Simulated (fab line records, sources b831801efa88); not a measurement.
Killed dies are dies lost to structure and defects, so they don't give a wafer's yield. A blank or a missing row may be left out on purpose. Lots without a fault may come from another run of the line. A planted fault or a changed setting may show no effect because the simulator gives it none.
fab line records | flow gf180mcu
record lots=5 wafers=15 last_day=34
route steps=602 shown POLY_GATE@174 HV_LDD@176
lots that met no fault: from a run of the same line without faults
start_h: hours from the record's first day to the start of the lot's first wafer shown | wait_h: hours since the lot's step before | " the same as in the row above | L1.1+2: a row that stands for several wafers | - no value, or no start given | * or withheld: withheld | < > ~ a bound
route shown NAME@n: a module of which the file shows steps, and the number in the route of the first | usual: mean/standard deviation of fault-free wafers | same: alike in all rows | chamber/n: place in a boat | sites: the reading at each site | _std_site: their standard deviation | _edge_site: outer sites' mean less inner sites' | radius_mm: how far each site lies from the wafer's centre | mask NAME#n: copy n | behind: the tool/chamber that last shaped the wafer | hold: why the lot was held/for how many hours/how that ended | device: the transistor (n, p or np) that didn't switch | end of line: the same wafers' tests at the end of the route | a step without rows: its recipe alone | killed: dies lost to structure and defects at the first sort, not the wafer's yield | map: a wafer's dies, x killed, . not, _ none there
set.NAME: the setting as run; set.NAME@STEP: as run at that earlier step | model.NAME: the simulator's own value behind a step, which no gauge read
lots at some steps of the route; a table a step, a row a wafer
services: from which hour (start_h, from the record's first day; less than 0 if before it) a tool's chamber was out of use, for how many hours, and why
## steps
# step GF_POLY_GATE_THK_MEAS_17
# recipe reads=SiO2_of_POLY_GATE_OXIDATION_16
# usual POLY_GATE_OXIDATION_THK=4.02/0.09
# columns lot.wafer tool chamber start_h wait_h POLY_GATE_OXIDATION_THK[nm]
L079.2 film_metro-02 - 235.30 0.0 3.85
L079.4 " - " " 3.93
L079.5 " - " " 3.90
L081.1 film_metro-01 - 249.10 0.0 4.09
L081.2 " - " " 4.03
L081.6 " - " " 3.98
L090.2 film_metro-03 - 315.98 0.0 4.03
L090.4 " - " " 4.03
L090.6 " - " " 4.04
L095.2 film_metro-03 - 349.27 0.0 4.12
L095.4 " - " " 4.12
L095.6 " - " " 4.15
L097.1 film_metro-01 - 363.09 0.0 4.05
L097.5 " - " " 4.06
L097.6 " - " " 4.06
# step GF_POLY_GATE_CD_MEAS_18
# usual cd_nm=279.9/1.4
# columns lot.wafer tool chamber start_h wait_h cd_nm
L079.2 cd_sem-01 - 235.38 0.1 280.8
L079.4 " - " " 280.1
L079.5 " - " " 281.3
L081.1 cd_sem-01 - 249.16 0.1 278.7
L081.2 " - " " 278.0
L081.6 " - " " 280.4
L090.2 cd_sem-02 - 316.06 0.1 280.5
L090.4 " - " " 280.4
L090.6 " - " " 279.9
L095.2 cd_sem-02 - 349.35 0.1 282.1
L095.4 " - " " 280.2
L095.6 " - " " 281.0
L097.1 cd_sem-02 - 363.15 0.1 280.9
L097.5 " - " " 281.0
L097.6 " - " " 280.7
# step GF_HV_LDD_DEHYDRATE_00
# recipe temp_c=200 time_s=60
# usual plate_temp_C=200.02/0.17 resist_line_temp_C=23.00/0.1
# columns lot.wafer tool chamber start_h wait_h plate_temp_C resist_line_temp_C
L079.2 litho_track-03 0 244.31 8.9 199.96 22.73
L079.4 " 0 " " 200.10 22.90
L079.5 " 0 " " 200.25 22.98
L081.1 litho_track-03 0 257.78 8.6 200.08 22.92
L081.2 " 0 " " 199.95 23.14
L081.6 " 0 " " 200.02 23.02
L090.2 litho_track-01 0 325.79 9.7 199.83 22.92
L090.4 " 0 " " 199.99 22.80
L090.6 " 0 " " 200.13 23.03
L095.2 litho_track-02 0 359.86 10.5 199.95 22.99
L095.4 " 0 " " 200.01 22.97
L095.6 " 0 " " 199.97 23.11
L097.1 litho_track-01 0 373.67 10.5 199.80 23.13
L097.5 " 0 " " 199.91 23.06
L097.6 " 0 " " 200.13 23.19
# step GF_HV_LDD_HMDS_01
# recipe prime_time_s=60 prime_temp_c=120
# usual resist_line_temp_C=22.99/0.11
# same prime_time_s=60
# columns lot.wafer tool chamber start_h wait_h resist_line_temp_C
L079.2 litho_track-03 0 244.46 0.1 22.89
L079.4 " 0 " " 22.90
L079.5 " 0 " " 22.93
L081.1 litho_track-03 0 257.93 0.1 23.05
L081.2 " 0 " " 22.98
L081.6 " 0 " " 23.06
L090.2 litho_track-01 0 325.94 0.1 22.96
L090.4 " 0 " " 22.88
L090.6 " 0 " " 23.04
L095.2 litho_track-02 0 360.01 0.1 22.91
L095.4 " 0 " " 22.88
L095.6 " 0 " " 23.03
L097.1 litho_track-01 0 373.82 0.1 22.97
L097.5 " 0 " " 22.86
L097.6 " 0 " " 22.86
# step GF_HV_LDD_COAT_02
# recipe resist=NOVOLAK spin_rpm=3000 resist_thk_nm=1000
# usual resist_line_temp_C=23.01/0.1
# columns lot.wafer tool chamber start_h wait_h resist_line_temp_C
L079.2 litho_track-03 0 244.61 0.1 23.05
L079.4 " 0 " " 23.01
L079.5 " 0 " " 22.99
L081.1 litho_track-03 0 258.08 0.1 23.09
L081.2 " 0 " " 23.03
L081.6 " 0 " " 23.01
L090.2 litho_track-01 0 326.09 0.1 22.83
L090.4 " 0 " " 22.99
L090.6 " 0 " " 23.05
L095.2 litho_track-02 0 360.16 0.1 23.12
L095.4 " 0 " " 23.21
L095.6 " 0 " " 23.10
L097.1 litho_track-01 0 373.97 0.1 23.08
L097.5 " 0 " " 23.08
L097.6 " 0 " " 23.03
# step GF_HV_LDD_SOFTBAKE_03
# recipe temp_c=90 time_s=60 resist=NOVOLAK
# usual plate_temp_C=89.98/0.11 resist_line_temp_C=23.03/0.1
# columns lot.wafer tool chamber start_h wait_h plate_temp_C resist_line_temp_C
L079.2 litho_track-03 0 244.76 0.1 89.98 23.07
L079.4 " 0 " " 90.07 23.18
L079.5 " 0 " " 89.98 23.14
L081.1 litho_track-03 0 258.23 0.1 90.09 23.19
L081.2 " 0 " " 90.00 23.04
L081.6 " 0 " " 89.98 23.00
L090.2 litho_track-01 0 326.24 0.1 90.04 22.77
L090.4 " 0 " " 89.99 23.05
L090.6 " 0 " " 90.17 23.04
L095.2 litho_track-02 0 360.31 0.1 90.01 23.00
L095.4 " 0 " " 90.06 22.78
L095.6 " 0 " " 89.99 22.83
L097.1 litho_track-01 0 374.12 0.1 90.14 22.97
L097.5 " 0 " " 90.19 22.89
L097.6 " 0 " " 89.90 22.93
# step GF_HV_LDD_EXPOSE_04
# recipe mask_id=Nplus_LV_AREA target_cd_nm=400 na=0.6 source_shape=conventional sigma_outer=0.6 dose_mj=140
# columns lot.wafer tool chamber start_h wait_h mask
L079.2+4+5 iline_stepper-02 0 - - Nplus_LV_AREA#0
L081.1+2+6 iline_stepper-01 0 - - Nplus_LV_AREA#0
L090.2+4+6 iline_stepper-01 0 - - Nplus_LV_AREA#0
L095.2+4+6 iline_stepper-02 0 - - Nplus_LV_AREA#0
L097.1+5+6 iline_stepper-02 0 - - Nplus_LV_AREA#0
# step GF_HV_LDD_PEB_05
# recipe temp_c=withheld time_s=* resist=NOVOLAK
# usual resist_line_temp_C=*
# columns lot.wafer tool chamber start_h wait_h resist_line_temp_C
L079.2 litho_track-02 0 - - *
L079.4 " 0 " " *
L079.5 " 0 " " *
L081.1 litho_track-03 0 - - *
L081.2 " 0 " " *
L081.6 " 0 " " *
L090.2 litho_track-02 0 - - *
L090.4 " 0 " " *
L090.6 " 0 " " *
L095.2 litho_track-02 0 - - *
L095.4 " 0 " " *
L095.6 " 0 " " *
L097.1 litho_track-01 0 - - *
L097.5 " 0 " " *
L097.6 " 0 " " *
# step GF_HV_LDD_DEVELOP_06
# recipe develop_time_s=60 dev_temp_c=23
# usual resist_line_temp_C=23.01/0.11
# columns lot.wafer tool chamber start_h wait_h resist_line_temp_C
L079.2 litho_track-02 0 253.66 0.1 23.14
L079.4 " 0 " " 23.14
L079.5 " 0 " " 23.12
L081.1 litho_track-03 0 267.48 0.1 23.05
L081.2 " 0 " " 23.15
L081.6 " 0 " " 23.04
L090.2 litho_track-02 0 337.01 0.1 22.98
L090.4 " 0 " " 23.11
L090.6 " 0 " " 22.98
L095.2 litho_track-02 0 371.36 0.1 23.03
L095.4 " 0 " " 22.92
L095.6 " 0 " " 22.92
L097.1 litho_track-01 0 384.97 0.1 23.08
L097.5 " 0 " " 22.97
L097.6 " 0 " " 22.79
# step GF_HV_LDD_CD_MEAS_07
# recipe target_cd_nm=400
# usual cd_nm=399.5/2.4
# columns lot.wafer tool chamber start_h wait_h cd_nm
L079.2 cd_sem-01 - 253.81 0.1 393.6
L079.4 " - " " 395.0
L079.5 " - " " 392.8
L081.1 cd_sem-02 - 267.63 0.1 400.5
L081.2 " - " " 398.3
L081.6 " - " " 398.8
L090.2 cd_sem-01 - 337.16 0.1 395.4
L090.4 " - " " 397.1
L090.6 " - " " 396.9
L095.2 cd_sem-02 - 371.51 0.1 404.2
L095.4 " - " " 404.0
L095.6 " - " " 404.3
L097.1 cd_sem-02 - 385.12 0.1 399.5
L097.5 " - " " 397.6
L097.6 " - " " 398.4
# step GF_HV_LDD_OVL_MEAS_08
# usual HV_LDD_OVL=0.2/1.5
# columns lot.wafer tool chamber start_h wait_h HV_LDD_OVL[nm]
L079.2 overlay-02 - 253.91 0.1 -2.5
L079.4 " - " " -1.3
L079.5 " - " " -1.2
L081.1 overlay-02 - 267.75 0.1 -1.3
L081.2 " - " " -0.1
L081.6 " - " " -2.0
L090.2 overlay-02 - 337.26 0.1 -0.4
L090.4 " - " " -0.7
L090.6 " - " " 1.3
L095.2 overlay-02 - 371.61 0.1 0.1
L095.4 " - " " 0.5
L095.6 " - " " -0.2
L097.1 overlay-02 - 385.24 0.1 2.0
L097.5 " - " " 2.9
L097.6 " - " " 4.1
# step GF_HV_LDD_IMPLANT_09
# recipe species=As energy_kev=40 dose_cm2=1e+14 tilt_deg=7
# usual tilt_deg=7.000/0.018
# columns lot.wafer tool chamber start_h wait_h tilt_deg
L079.2 implanter-02 0 253.97 0.0 7.022
L079.4 " 0 " " 7.012
L079.5 " 0 " " 6.993
L081.1 implanter-02 0 267.79 0.0 6.983
L081.2 " 0 " " 6.990
L081.6 " 0 " " 7.005
L090.2 implanter-02 0 337.32 0.0 6.967
L090.4 " 0 " " 6.974
L090.6 " 0 " " 7.008
L095.2 implanter-02 0 371.67 0.0 6.991
L095.4 " 0 " " 6.999
L095.6 " 0 " " 7.010
L097.1 implanter-03 0 385.27 0.0 6.998
L097.5 " 0 " " 7.011
L097.6 " 0 " " 6.998
# step GF_HV_LDD_STRIP_10
# recipe chemistry=O2/N2 power_w=1400 pressure_mtorr=1500 platen_temp_c=250 o2_flow_sccm=3000 n2_flow_sccm=300 overash_fraction=0.5
# usual drypump_motor_current_A=5.7/0.46 heater_power_w=304/20 oes_product_au=0.715/0.0044 platen_temp_c=250.03/0.2 strip_time_to_endpoint_s=12.63/0.036
# same overash_fraction=0.5
# columns lot.wafer tool chamber start_h wait_h drypump_motor_current_A heater_power_w oes_product_au platen_temp_c rf_hours_counter_h strip_time_to_endpoint_s
L079.2 plasma_asher-03 1 254.09 0.1 6.2 306 0.711 249.99 17 12.63
L079.4 " 1 " " 6.2 305 0.713 250.14 - 12.62
L079.5 " 1 " " 6.2 303 0.716 249.98 - 12.64
L081.1 plasma_asher-03 1 267.94 0.1 6.1 303 0.724 250.08 20 12.63
L081.2 " 0 " " 5.7 286 0.710 250.09 20 12.65
L081.6 " 0 " " 5.7 294 0.710 250.02 - 12.65
L090.2 plasma_asher-02 0 337.44 0.1 4.9 291 0.727 249.94 62 12.60
L090.4 " 0 " " 4.9 285 0.713 249.92 - 12.60
L090.6 " 1 " " 6.0 308 0.712 249.87 - 12.56
L095.2 plasma_asher-03 1 371.79 0.1 6.2 312 0.714 249.91 31 12.62
L095.4 " 1 " " 6.2 301 0.712 250.18 - 12.65
L095.6 " 0 " " 5.7 290 0.710 250.17 - 12.68
L097.1 plasma_asher-03 1 385.42 0.1 6.2 311 0.712 250.05 33 12.64
L097.5 " 1 " " 6.2 314 0.718 249.99 - 12.63
L097.6 " 0 " " 5.6 294 0.723 249.69 - 12.67
# step GF_HV_LDD_TW_MEAS_11
# usual HV_LDD_TW=2426/24
# columns lot.wafer tool chamber start_h wait_h HV_LDD_TW
L079.2 film_metro-01 - 254.20 0.1 2451
L079.4 " - " " 2469
L079.5 " - " " 2454
L081.1 film_metro-04 - 268.04 0.1 2403
L081.2 " - " " 2408
L081.6 " - " " 2408
L090.2 film_metro-04 - 337.55 0.1 2426
L090.4 " - " " 2433
L090.6 " - " " 2417
L095.2 film_metro-04 - 371.90 0.1 2400
L095.4 " - " " 2399
L095.6 " - " " 2417
L097.1 film_metro-02 - 385.52 0.1 2402
L097.5 " - " " 2414
L097.6 " - " " 2409
# step GF_HV_LDD_DEHYDRATE_12
# recipe temp_c=200 time_s=60
# usual plate_temp_C=199.98/0.15 resist_line_temp_C=23.02/0.11
# columns lot.wafer tool chamber start_h wait_h plate_temp_C resist_line_temp_C
L079.2 litho_track-01 0 263.44 9.2 200.27 23.04
L079.4 " 0 " " 200.09 23.23
L079.5 " 0 " " 200.04 23.30
L081.1 litho_track-01 0 276.87 8.8 199.99 23.01
L081.2 " 0 " " 200.06 23.00
L081.6 " 0 " " 199.96 23.01
L090.2 litho_track-01 0 347.14 9.6 200.16 23.01
L090.4 " 0 " " 200.23 23.08
L090.6 " 0 " " 200.21 22.85
L095.2 litho_track-03 0 382.26 10.3 200.03 23.06
L095.4 " 0 " " 200.01 23.03
L095.6 " 0 " " 199.96 23.03
L097.1 litho_track-03 0 395.23 9.7 200.14 22.81
L097.5 " 0 " " 199.81 23.16
L097.6 " 0 " " 199.87 23.12
# step GF_HV_LDD_HMDS_13
# recipe prime_time_s=60 prime_temp_c=120
# usual resist_line_temp_C=22.98/0.099
# same prime_time_s=60
# columns lot.wafer tool chamber start_h wait_h resist_line_temp_C
L079.2 litho_track-01 0 263.59 0.1 22.85
L079.4 " 0 " " 22.92
L079.5 " 0 " " 22.89
L081.1 litho_track-01 0 277.02 0.1 23.11
L081.2 " 0 " " 23.08
L081.6 " 0 " " 23.07
L090.2 litho_track-01 0 347.29 0.1 22.99
L090.4 " 0 " " 23.02
L090.6 " 0 " " 23.10
L095.2 litho_track-03 0 382.41 0.1 22.91
L095.4 " 0 " " 22.89
L095.6 " 0 " " 22.88
L097.1 litho_track-03 0 395.38 0.1 23.11
L097.5 " 0 " " 23.10
L097.6 " 0 " " 22.98
# step GF_HV_LDD_COAT_14
# recipe resist=NOVOLAK spin_rpm=3000 resist_thk_nm=1000
# usual resist_line_temp_C=23.00/0.11
# columns lot.wafer tool chamber start_h wait_h resist_line_temp_C
L079.2 litho_track-01 0 263.74 0.1 23.00
L079.4 " 0 " " 23.10
L079.5 " 0 " " 23.25
L081.1 litho_track-01 0 277.17 0.1 23.22
L081.2 " 0 " " 23.12
L081.6 " 0 " " 22.98
L090.2 litho_track-01 0 347.44 0.1 22.86
L090.4 " 0 " " 23.13
L090.6 " 0 " " 22.94
L095.2 litho_track-03 0 382.56 0.1 22.88
L095.4 " 0 " " 22.91
L095.6 " 0 " " 22.95
L097.1 litho_track-03 0 395.53 0.1 22.83
L097.5 " 0 " " 22.99
L097.6 " 0 " " 22.83
# step GF_HV_LDD_SOFTBAKE_15
# recipe temp_c=90 time_s=60 resist=NOVOLAK
# usual plate_temp_C=90.02/0.14 resist_line_temp_C=23.02/0.093
# columns lot.wafer tool chamber start_h wait_h plate_temp_C resist_line_temp_C
L079.2 litho_track-01 0 263.89 0.1 89.75 23.02
L079.4 " 0 " " 89.90 23.19
L079.5 " 0 " " 89.91 23.24
L081.1 litho_track-01 0 277.32 0.1 90.14 23.15
L081.2 " 0 " " 90.35 23.04
L081.6 " 0 " " 90.21 23.09
L090.2 litho_track-01 0 347.59 0.1 89.88 23.06
L090.4 " 0 " " 89.92 23.05
L090.6 " 0 " " 89.86 23.13
L095.2 litho_track-03 0 382.71 0.1 90.16 22.89
L095.4 " 0 " " 90.04 23.00
L095.6 " 0 " " 90.09 22.94
L097.1 litho_track-03 0 395.68 0.1 90.02 22.88
L097.5 " 0 " " 90.01 22.89
L097.6 " 0 " " 90.10 23.07
# step GF_HV_LDD_EXPOSE_16
# recipe mask_id=Pplus_LV_AREA target_cd_nm=400 na=0.6 source_shape=conventional sigma_outer=0.6 dose_mj=140
# columns lot.wafer tool chamber start_h wait_h mask
L079.2+4+5 iline_stepper-01 0 - - Pplus_LV_AREA#0
L081.1+2+6 iline_stepper-02 0 - - Pplus_LV_AREA#0
L090.2+4+6 iline_stepper-01 0 - - Pplus_LV_AREA#0
L095.2+4+6 iline_stepper-02 0 - - Pplus_LV_AREA#0
L097.1+5+6 iline_stepper-02 0 - - Pplus_LV_AREA#0
# step GF_HV_LDD_PEB_17
# recipe temp_c=withheld time_s=* resist=NOVOLAK
# usual resist_line_temp_C=*
# columns lot.wafer tool chamber start_h wait_h resist_line_temp_C
L079.2 litho_track-02 0 - - *
L079.4 " 0 " " *
L079.5 " 0 " " *
L081.1 litho_track-03 0 - - *
L081.2 " 0 " " *
L081.6 " 0 " " *
L090.2 litho_track-03 0 - - *
L090.4 " 0 " " *
L090.6 " 0 " " *
L095.2 litho_track-02 0 - - *
L095.4 " 0 " " *
L095.6 " 0 " " *
L097.1 litho_track-02 0 - - *
L097.5 " 0 " " *
L097.6 " 0 " " *
# step GF_HV_LDD_DEVELOP_18
# recipe develop_time_s=60 dev_temp_c=23
# usual resist_line_temp_C=22.98/0.099
# columns lot.wafer tool chamber start_h wait_h resist_line_temp_C
L079.2 litho_track-02 0 273.21 0.1 23.13
L079.4 " 0 " " 23.10
L079.5 " 0 " " 23.08
L081.1 litho_track-03 0 286.78 0.1 22.87
L081.2 " 0 " " 22.88
L081.6 " 0 " " 22.93
L090.2 litho_track-03 0 358.31 0.1 22.90
L090.4 " 0 " " 23.22
L090.6 " 0 " " 22.97
L095.2 litho_track-02 0 393.51 0.1 23.06
L095.4 " 0 " " 23.09
L095.6 " 0 " " 23.15
L097.1 litho_track-02 0 407.29 0.1 22.79
L097.5 " 0 " " 22.94
L097.6 " 0 " " 22.72
# step GF_HV_LDD_CD_MEAS_19
# recipe target_cd_nm=400
# usual cd_nm=399.4/2.2
# columns lot.wafer tool chamber start_h wait_h cd_nm
L079.2 cd_sem-02 - 273.36 0.1 396.0
L079.4 " - " " 397.6
L079.5 " - " " 396.5
L081.1 cd_sem-01 - 286.93 0.1 404.2
L081.2 " - " " 402.4
L081.6 " - " " 402.6
L090.2 cd_sem-01 - 358.45 0.1 399.0
L090.4 " - " " 397.4
L090.6 " - " " 398.6
L095.2 cd_sem-02 - 393.66 0.1 399.5
L095.4 " - " " 396.9
L095.6 " - " " 398.4
L097.1 cd_sem-02 - 407.44 0.1 401.1
L097.5 " - " " 402.2
L097.6 " - " " 402.3
# step GF_HV_LDD_OVL_MEAS_20
# usual HV_LDD_01_OVL=0.5/1.5
# columns lot.wafer tool chamber start_h wait_h HV_LDD_01_OVL[nm]
L079.2 overlay-01 - 273.46 0.1 1.2
L079.4 " - " " 0.4
L079.5 " - " " 2.0
L081.1 overlay-02 - 287.05 0.1 1.8
L081.2 " - " " -0.6
L081.6 " - " " -0.3
L090.2 overlay-01 - 358.56 0.1 -0.1
L090.4 " - " " -1.0
L090.6 " - " " -0.8
L095.2 overlay-01 - 393.76 0.1 0.3
L095.4 " - " " -1.3
L095.6 " - " " -1.7
L097.1 overlay-02 - 407.56 0.1 1.1
L097.5 " - " " 0.8
L097.6 " - " " 0.8
# step GF_HV_LDD_IMPLANT_21
# recipe species=BF2 energy_kev=25 dose_cm2=5e+13 tilt_deg=7
# usual tilt_deg=7.000/0.021
# columns lot.wafer tool chamber start_h wait_h tilt_deg
L079.2 implanter-03 0 273.52 0.0 6.987
L079.4 " 0 " " 6.961
L079.5 " 0 " " 6.975
L081.1 implanter-03 0 287.09 0.0 7.037
L081.2 " 0 " " 6.985
L081.6 " 0 " " 7.011
L090.2 implanter-03 0 358.61 0.0 7.001
L090.4 " 0 " " 6.997
L090.6 " 0 " " 7.016
L095.2 implanter-04 0 393.82 0.0 7.023
L095.4 " 0 " " 7.006
L095.6 " 0 " " 6.972
L097.1 implanter-03 0 407.59 0.0 6.999
L097.5 " 0 " " 7.002
L097.6 " 0 " " 7.010
# step GF_HV_LDD_STRIP_22
# recipe chemistry=O2/N2 power_w=1400 pressure_mtorr=1500 platen_temp_c=250 o2_flow_sccm=3000 n2_flow_sccm=300 overash_fraction=0.5
# usual drypump_motor_current_A=5.6/0.36 heater_power_w=320/27 oes_product_au=0.716/0.0049 platen_temp_c=250.00/0.19 strip_time_to_endpoint_s=12.62/0.03
# same overash_fraction=0.5
# columns lot.wafer tool chamber start_h wait_h drypump_motor_current_A heater_power_w oes_product_au platen_temp_c rf_hours_counter_h strip_time_to_endpoint_s
L079.2 plasma_asher-01 1 273.64 0.1 5.7 353 0.722 250.08 52 12.59
L079.4 " 0 " " 5.3 314 0.720 249.95 - 12.59
L079.5 " 1 " " 5.6 356 0.718 250.11 - 12.60
L081.1 plasma_asher-01 0 287.24 0.1 5.3 309 0.701 250.04 54 12.58
L081.2 " 1 " " 5.6 352 0.708 250.10 54 12.58
L081.6 " 0 " " 5.3 319 0.719 250.03 - 12.60
L090.2 plasma_asher-01 1 358.74 0.1 5.7 369 0.718 250.04 61 12.62
L090.4 " 0 " " 5.3 322 0.713 250.03 - 12.63
L090.6 " 0 " " 5.3 309 0.712 250.08 - 12.60
L095.2 plasma_asher-03 1 393.94 0.1 6.2 303 0.716 249.76 34 12.59
L095.4 " 0 " " 5.6 294 0.723 249.89 - 12.61
L095.6 " 1 " " 6.2 303 0.718 249.94 - 12.58
L097.1 plasma_asher-01 0 407.74 0.1 5.3 321 0.716 249.82 66 12.59
L097.5 " 1 " " 5.7 349 0.718 250.09 - 12.60
L097.6 " 0 " " 5.3 319 0.710 250.02 - 12.62
# step GF_HV_LDD_TW_MEAS_23
# usual HV_LDD_2_TW=1062/10
# columns lot.wafer tool chamber start_h wait_h HV_LDD_2_TW
L079.2 film_metro-01 - 273.75 0.1 1075
L079.4 " - " " 1082
L079.5 " - " " 1076
L081.1 film_metro-04 - 287.34 0.1 1056
L081.2 " - " " 1048
L081.6 " - " " 1048
L090.2 film_metro-01 - 358.85 0.1 1075
L090.4 " - " " 1084
L090.6 " - " " 1081
L095.2 film_metro-04 - 394.05 0.1 1057
L095.4 " - " " 1057
L095.6 " - " " 1054
L097.1 film_metro-02 - 407.84 0.1 1048
L097.5 " - " " 1050
L097.6 " - " " 1054
# step GF_HV_LDD_DEHYDRATE_24
# recipe temp_c=200 time_s=60
# usual plate_temp_C=199.96/0.16 resist_line_temp_C=23.03/0.1
# columns lot.wafer tool chamber start_h wait_h plate_temp_C resist_line_temp_C
L079.2 litho_track-01 0 283.44 9.7 199.78 23.07
L079.4 " 0 " " 200.08 23.09
L079.5 " 0 " " 199.99 23.14
L081.1 litho_track-03 0 297.03 9.7 199.74 23.09
L081.2 " 0 " " 199.97 22.98
L081.6 " 0 " " 199.87 23.06
L090.2 litho_track-01 0 369.29 10.4 199.96 22.95
L090.4 " 0 " " 199.94 23.00
L090.6 " 0 " " 199.92 23.16
L095.2 litho_track-01 0 404.79 10.7 199.99 23.10
L095.4 " 0 " " 199.80 23.09
L095.6 " 0 " " 199.80 23.11
L097.1 litho_track-03 0 419.08 11.2 200.01 22.97
L097.5 " 0 " " 200.05 23.07
L097.6 " 0 " " 200.06 22.97
# step GF_HV_LDD_HMDS_25
# recipe prime_time_s=60 prime_temp_c=120
# usual resist_line_temp_C=22.99/0.11
# same prime_time_s=60
# columns lot.wafer tool chamber start_h wait_h resist_line_temp_C
L079.2 litho_track-01 0 283.59 0.1 22.97
L079.4 " 0 " " 23.20
L079.5 " 0 " " 23.21
L081.1 litho_track-03 0 297.18 0.1 22.83
L081.2 " 0 " " 23.02
L081.6 " 0 " " 23.07
L090.2 litho_track-01 0 369.44 0.1 23.03
L090.4 " 0 " " 23.04
L090.6 " 0 " " 23.02
L095.2 litho_track-01 0 404.94 0.1 23.08
L095.4 " 0 " " 22.97
L095.6 " 0 " " 23.05
L097.1 litho_track-03 0 419.23 0.1 23.11
L097.5 " 0 " " 23.00
L097.6 " 0 " " 23.03
# step GF_HV_LDD_COAT_26
# recipe resist=NOVOLAK spin_rpm=3000 resist_thk_nm=1000
# usual resist_line_temp_C=23.00/0.13
# columns lot.wafer tool chamber start_h wait_h resist_line_temp_C
L079.2 litho_track-01 0 283.74 0.1 23.07
L079.4 " 0 " " 22.83
L079.5 " 0 " " 22.92
L081.1 litho_track-03 0 297.33 0.1 22.80
L081.2 " 0 " " 22.88
L081.6 " 0 " " 22.75
L090.2 litho_track-01 0 369.59 0.1 23.13
L090.4 " 0 " " 22.92
L090.6 " 0 " " 23.14
L095.2 litho_track-01 0 405.09 0.1 23.03
L095.4 " 0 " " 23.04
L095.6 " 0 " " 23.00
L097.1 litho_track-03 0 419.38 0.1 23.02
L097.5 " 0 " " 22.94
L097.6 " 0 " " 22.88
# step GF_HV_LDD_SOFTBAKE_27
# recipe temp_c=90 time_s=60 resist=NOVOLAK
# usual plate_temp_C=89.97/0.13 resist_line_temp_C=22.97/0.11
# columns lot.wafer tool chamber start_h wait_h plate_temp_C resist_line_temp_C
L079.2 litho_track-01 0 283.89 0.1 90.06 22.97
L079.4 " 0 " " 90.14 22.96
L079.5 " 0 " " 90.10 22.97
L081.1 litho_track-03 0 297.48 0.1 90.08 22.84
L081.2 " 0 " " 90.20 22.89
L081.6 " 0 " " 89.93 22.88
L090.2 litho_track-01 0 369.74 0.1 89.70 23.06
L090.4 " 0 " " 89.91 23.09
L090.6 " 0 " " 90.05 23.07
L095.2 litho_track-01 0 405.24 0.1 89.99 23.01
L095.4 " 0 " " 89.77 23.00
L095.6 " 0 " " 90.01 22.93
L097.1 litho_track-03 0 419.53 0.1 89.86 23.12
L097.5 " 0 " " 90.13 23.09
L097.6 " 0 " " 90.03 22.88
# step GF_HV_LDD_EXPOSE_28
# recipe mask_id=Nplus_HV_AREA target_cd_nm=400 na=0.6 source_shape=conventional sigma_outer=0.6 dose_mj=140
# columns lot.wafer tool chamber start_h wait_h mask
L079.2+4+5 iline_stepper-01 0 - - Nplus_HV_AREA#0
L081.1+2+6 iline_stepper-02 0 - - Nplus_HV_AREA#0
L090.2+4+6 iline_stepper-02 0 - - Nplus_HV_AREA#0
L095.2+4+6 iline_stepper-01 0 - - Nplus_HV_AREA#0
L097.1+5+6 iline_stepper-02 0 - - Nplus_HV_AREA#0
# step GF_HV_LDD_PEB_29
# recipe temp_c=withheld time_s=* resist=NOVOLAK
# usual resist_line_temp_C=*
# columns lot.wafer tool chamber start_h wait_h resist_line_temp_C
L079.2 litho_track-03 0 - - *
L079.4 " 0 " " *
L079.5 " 0 " " *
L081.1 litho_track-02 0 - - *
L081.2 " 0 " " *
L081.6 " 0 " " *
L090.2 litho_track-01 0 - - *
L090.4 " 0 " " *
L090.6 " 0 " " *
L095.2 litho_track-01 0 - - *
L095.4 " 0 " " *
L095.6 " 0 " " *
L097.1 litho_track-01 0 - - *
L097.5 " 0 " " *
L097.6 " 0 " " *
# step GF_HV_LDD_DEVELOP_30
# recipe develop_time_s=60 dev_temp_c=23
# usual resist_line_temp_C=23.03/0.098
# columns lot.wafer tool chamber start_h wait_h resist_line_temp_C
L079.2 litho_track-03 0 293.86 0.1 22.93
L079.4 " 0 " " 22.88
L079.5 " 0 " " 23.04
L081.1 litho_track-02 0 308.09 0.1 23.20
L081.2 " 0 " " 23.16
L081.6 " 0 " " 23.08
L090.2 litho_track-01 0 380.84 0.1 23.10
L090.4 " 0 " " 23.03
L090.6 " 0 " " 22.90
L095.2 litho_track-01 0 416.94 0.1 22.96
L095.4 " 0 " " 22.98
L095.6 " 0 " " 23.08
L097.1 litho_track-01 0 431.87 0.1 22.83
L097.5 " 0 " " 22.97
L097.6 " 0 " " 22.94
# step GF_HV_LDD_CD_MEAS_31
# recipe target_cd_nm=400
# usual cd_nm=400.1/1.8
# columns lot.wafer tool chamber start_h wait_h cd_nm
L079.2 cd_sem-01 - 294.00 0.1 398.2
L079.4 " - " " 397.5
L079.5 " - " " 400.4
L081.1 cd_sem-01 - 308.24 0.1 402.0
L081.2 " - " " 401.5
L081.6 " - " " 402.0
L090.2 cd_sem-02 - 380.99 0.1 401.5
L090.4 " - " " 402.4
L090.6 " - " " 403.9
L095.2 cd_sem-01 - 417.09 0.1 400.4
L095.4 " - " " 397.6
L095.6 " - " " 398.5
L097.1 cd_sem-02 - 432.02 0.1 399.0
L097.5 " - " " 400.5
L097.6 " - " " 399.7
# step GF_HV_LDD_OVL_MEAS_32
# usual HV_LDD_02_OVL=-1.1/1.3
# columns lot.wafer tool chamber start_h wait_h HV_LDD_02_OVL[nm]
L079.2 overlay-01 - 294.11 0.1 0.1
L079.4 " - " " 1.0
L079.5 " - " " 1.2
L081.1 overlay-02 - 308.36 0.1 -0.5
L081.2 " - " " -1.5
L081.6 " - " " -0.7
L090.2 overlay-01 - 381.09 0.1 1.2
L090.4 " - " " -0.7
L090.6 " - " " 0.0
L095.2 overlay-02 - 417.19 0.1 -1.1
L095.4 " - " " -0.8
L095.6 " - " " -1.1
L097.1 overlay-01 - 432.14 0.1 0.1
L097.5 " - " " -1.2
L097.6 " - " " -0.1
## services
# columns tool chamber start_h hours kind
implanter-04 - 230.23 3.8 pm
plasma_asher-02 - 235.04 39.0 pm
implanter-04 - 249.38 2.3 repair
plasma_asher-01 - 252.58 7.6 repair
iline_stepper-02 - 259.89 4.4 repair
iline_stepper-01 - 285.60 1.7 pm
iline_stepper-02 - 289.14 1.7 pm
implanter-02 - 289.76 3.9 repair
iline_stepper-01 - 292.78 6.5 repair
implanter-02 - 321.74 4.4 repair
implanter-02 - 339.89 1.6 repair
plasma_asher-01 - 367.41 3.9 repair
plasma_asher-01 - 367.73 2.5 repair
iline_stepper-01 - 370.41 2.1 pm
iline_stepper-01 - 372.50 - consumable_replace:lamp
implanter-04 - 379.38 3.4 pm
iline_stepper-01 - 395.57 1.1 repair
plasma_asher-02 - 421.25 9.0 pm
plasma_asher-02 0 421.25 9.0 vent_cycle
plasma_asher-02 1 421.25 9.0 vent_cycle
implanter-04 - 427.27 11.8 pm
plasma_asher-02 0 430.25 - clean
plasma_asher-02 1 430.25 - clean
## key
fault none
